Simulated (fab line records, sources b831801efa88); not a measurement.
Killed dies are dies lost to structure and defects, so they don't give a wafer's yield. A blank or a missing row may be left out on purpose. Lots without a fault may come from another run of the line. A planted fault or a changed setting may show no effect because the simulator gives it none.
Problem report in the 8D (eight disciplines) form, filled by code | flow gf180mcu | the parts of the form that need people (team, actions taken, sign-off) are left out

1. THE PROBLEM
strip_time_to_endpoint_s at GF_DNWELL_STRIP_08 reads a mean of 37.56 s on 9 wafers of 3 lots; wafers without a fault read 36.91 s with a standard deviation of 0.11. That is +5.9 standard deviations from the usual mean.
The step: strips in O2/N2.
First seen on wafer L780.1, day 5 09:36, on plasma_asher-01. The record holds 39 wafers of 13 lots with a number at this step. Rule for "out", or "out of limits": more than 4 standard deviations from the usual mean. The other wafers with a number count as sound.

2. WHAT IT IS AND WHAT IT IS NOT
question                    | is                               | is not
which readings at this step | strip_time_to_endpoint_s         | drypump_motor_current_A, heater_power_w, oes_product_au, platen_temp_c
which lots                  | L780, L782, L784                 | L769, L770, L772, L773, L774, L779, L783, L787, L789, L790
which wafers of those lots  | all that have a number           | -
read on which tools         | plasma_asher-01, plasma_asher-02 | plasma_asher-04
when                        | from day 5 09:36                 | up to then (18 sound wafers); but 12 sound wafers of L783, L787, L789, L790 came after

3. SUSPECTS, AND WHAT RULES EACH OUT
Counting: a tool at a process step up to the reading stays a suspect if it ran every lot that is out and no sound lot after the first of them.
- litho_track-04 at GF_DNWELL_COAT_02 (resist thk 3000 nm): kept. It ran every lot that is out, first L780 (day 5 02:55), and no sound lot after that; its last sound lot up to then is L779 (day 4 20:59).
Left after counting: litho_track-04 at GF_DNWELL_COAT_02.

4. THE CAUSE (what the simulator had put in)
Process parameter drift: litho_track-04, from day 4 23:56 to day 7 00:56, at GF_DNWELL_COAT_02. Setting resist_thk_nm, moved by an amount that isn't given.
Counting left only this tool.

5. THE CHAIN OF EFFECTS, in route order
Each row: a reading whose mean over the struck wafers that have a number lies more than 3 standard deviations from the usual. Only readings for which the record gives a usual standard deviation are gone through. hours: the time from each lot's start at the first step in this table that gives one to its start at this step, as a median over the lots. sigmas: the change in usual standard deviations.
hours | step               | reading                  | usual   | on struck wafers | change | sigmas
0     | GF_DNWELL_STRIP_08 | strip_time_to_endpoint_s | 36.91 s | 37.56            | +0.65  | +5.9
The process steps in it:
- GF_DNWELL_STRIP_08: strips in O2/N2.
Later measuring or inspecting steps at which every struck wafer that the step has a row for has a number for every such reading, and none has moved that far: GF_LVPWELL_TW_MEAS_11, GF_MVPSD_TW_MEAS_11, GF_VT_IMPLANT_TW_MEAS_21.

6. WHAT WOULD HAVE CAUGHT IT SOONER
In this record the first reading out of limits was taken at day 5 09:36, 10 hours after the fault began at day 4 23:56.
Of the tool readings at GF_DNWELL_COAT_02 for which the record gives a usual standard deviation, none was out on any struck wafer, so an alarm limit of 4 standard deviations on them would not have fired.
Of the lots that are out (3), L782, L784 began GF_DNWELL_COAT_02 on litho_track-04 after day 5 09:36. A hold on the tool at that time would have spared those 2.
